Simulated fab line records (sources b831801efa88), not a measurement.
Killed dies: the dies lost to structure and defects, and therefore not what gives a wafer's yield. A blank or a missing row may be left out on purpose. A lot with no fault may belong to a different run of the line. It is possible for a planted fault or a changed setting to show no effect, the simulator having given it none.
A struck lot beside a sound one :: flow sfqLine :: 14 steps out of a route of 325
Sound: the wafers L377.1, L377.5, L377.6. Struck: wafers L372.2, L372.4. (L372.1 of the same lot was not struck and is left out.) The cause comes at the end.
At each step with rows: each side's tool, then ch and its chambers, then its first start. Under that, the readings that differ: sound wafers :: struck wafers :: difference of the means :: sigmas: that difference in standard deviations of wafers without a fault.
alike: same words and numbers on both sides, and readings whose means sit less than 2 such deviations apart. not compared: any withheld reading, any reading some wafer has no value for, any bound like >300 that may hide the same value, and any number with overlapping values for which the record gives no deviation.
The two part at a step that has a row with sigmas, a row that says differs or no value, or rows on one side only. Non-overlapping numbers with no deviation appear without sigmas and do not part them. A reading missing from all wafers of one side parts the sides only when that side holds two or more wafers.

first, 6 steps without rows for these wafers: SFQ_TRILAYER_M2_LITHO_COAT_062 (resist thk 62 nm); SFQ_TRILAYER_M2_LITHO_COAT_057 (resist thk 600 nm); SFQ_TRILAYER_M2_LITHO_SOFTBAKE_061; SFQ_TRILAYER_M2_LITHO_EXPOSE_058 (exposes mask M2, target cd 500 nm); SFQ_TRILAYER_M2_LITHO_PEB_060 (peb time 60 s); SFQ_TRILAYER_M2_LITHO_DEVELOP_059 (time 60 s).
SFQ_M2_OVL_MEAS_916:
  sound on overlay-01, day 46 20:49; struck on overlay-02, day 44 08:22
  alike: M2_OVL
SFQ_TRILAYER_M2_BARC_OPEN_METAL_ETCH_077: etches BARC in O2, target depth 125 nm, time 41.7 s.
  sound on rieMetal-03 ch 0,1, day 46 20:50; struck on rieMetal-04 ch 0,1, day 44 08:25
  alike: biasW, drypumpMotorCurrentA, oesProductAu
  not compared: rfHoursCounterH
SFQ_TRILAYER_M2_ETCH_METAL_ETCH_060: etches Nb in Cl2/Ar, stops on SiO2, target depth 240 nm, time 120 s.
  sound on rieMetal-03 ch 0,1, day 46 20:54; struck on rieMetal-04 ch 0,1, day 44 08:28
  alike: biasW, drypumpMotorCurrentA, oesProductAu
  not compared: rfHoursCounterH
SFQ_TRILAYER_M2_STRIP_STRIP_061: strips in O2.
  sound on rieMetal-03 ch 0,1, day 46 21:02; struck on rieMetal-04 ch 0,1, day 44 08:35
  alike: drypumpMotorCurrentA, oesProductAu
  not compared: rfHoursCounterH
then, 1 step without rows for these wafers: SFQ_TRILAYER_M2_STRIP_SOLV_CLEAN_062 (cleans in NMP, time 600 s).
SFQ_TRILAYER_I2_DEP_PECVD_063: deposits SiO2 from SiH4/N2O, time 111.11 s, target thk 500 nm.
  sound on pecvd-01 ch 1,2, day 46 21:48; struck on pecvd-03 ch 0, day 44 09:22
reading: runLengthS (s)
sound: 139.9 138.4 139.7
struck: 125.5 124.8
difference: -14.2
sigmas: -26

reading: throttleValvePct (%)
sound: 24.3 26.2 24.3
struck: 21.8 21.7
difference: -3.2
sigmas: -2

reading: model.SiO2_of_TRILAYER_I2_DEP_PECVD_063.thkNm (nm)
sound: 493.5 489.5 491.7
struck: 425.7 437.4
difference: -60.0
sigmas: 
  alike: heaterPowerW
SFQ_TRILAYER_I2_CMP_CMP_064: polishes SiO2.
  sound on cmp-02 ch 2,3, day 46 21:53; struck on cmp-01 ch 0,1, day 44 09:57
reading: timeToEndpointS (s)
sound: 210 207 212
struck: 162 175
difference: -41
sigmas: -5
  alike: motorCurrentA
SFQ_I2_BOW_MEAS_917:
  sound on filmMetro-03, day 47 00:53; struck on filmMetro-03, day 44 12:27
  alike: I2_BOW

WHERE THEY PART
At SFQ_TRILAYER_I2_DEP_PECVD_063 first; at SFQ_TRILAYER_I2_CMP_CMP_064 last (within this record only). Later steps at which nothing parts them and some readings are alike: SFQ_I2_BOW_MEAS_917.

WHY: what the simulator had put in
pecvd-03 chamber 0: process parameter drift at SFQ_TRILAYER_I2_DEP_PECVD_063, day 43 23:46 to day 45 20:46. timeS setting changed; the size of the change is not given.
